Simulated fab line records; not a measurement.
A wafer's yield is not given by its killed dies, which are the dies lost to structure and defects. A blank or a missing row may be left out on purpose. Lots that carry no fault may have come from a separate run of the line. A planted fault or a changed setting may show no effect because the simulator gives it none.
What tool caused it? -- flow gf180mcu -- route of 602 steps, sampled at 1 step: 12 lots, 36 wafers

## WHAT THE GAUGES READ, wafer by wafer
GF_NSD_TW_MEAS_12.
lot,measured,on,NSD_TW
L389,day 13 16:35,filmMetro-03,4309 4312 4327
L390,day 14 01:25,filmMetro-03,4290 4277 4278
L392,day 14 10:53,filmMetro-03,4313 4320 4328
L394,day 15 09:07,filmMetro-02,4208 4231 4225
L396,day 15 15:34,filmMetro-02,4243 4223 4212
L398,day 16 09:20,filmMetro-03,4257 4260 4244
L399,day 16 18:14,filmMetro-02,4201 4209 4192
L400,day 17 07:58,filmMetro-04,4284 4305 4290
L409,day 20 03:39,filmMetro-04,4289 4304 4306
L410,day 20 07:58,filmMetro-04,4315 4286 4284
L411,day 20 18:14,filmMetro-03,4296 4300 4290
L412,day 21 05:02,filmMetro-02,4210 4205 4206

## WHICH TOOL RAN EACH LOT (tool, then ch and the chambers of the sampled wafers, then the start)
The record shows no process step preceding these readings.

## AS READ BY THE TOOLS THEMSELVES (means over the sampled wafers that have a number; for cases with no such wafer, the mark the record gives instead)
The record holds no such reading with a usual standard deviation.

## THE ANSWER, worked out from the rows above alone
Rule: the usual values come from the lots themselves. The widest of any qualifying gaps counts: lots, ordered by their means at a reading, are off when they make up no more than a third of the lots, leave a main group of 4 or more, and stand apart from it by 3 or more times the standard deviation of that group's means. If all means in a main group match to the digits the tables above print for the reading, that group is not used. A lot without any number at a reading at which 4 lots or more have one is off too. The other lots that the step has rows for count as sound. After the gauges, taken in route order, come the tools' own readings; for these a lot's mean is taken, as printed above. The first step at which some lot is off is used, and at that step the reading that is off furthest; a lot without a number counts as furthest.
No lot is off on any of the readings shown, so nothing can be concluded from this.

## WHAT THE SIMULATOR PUT IN
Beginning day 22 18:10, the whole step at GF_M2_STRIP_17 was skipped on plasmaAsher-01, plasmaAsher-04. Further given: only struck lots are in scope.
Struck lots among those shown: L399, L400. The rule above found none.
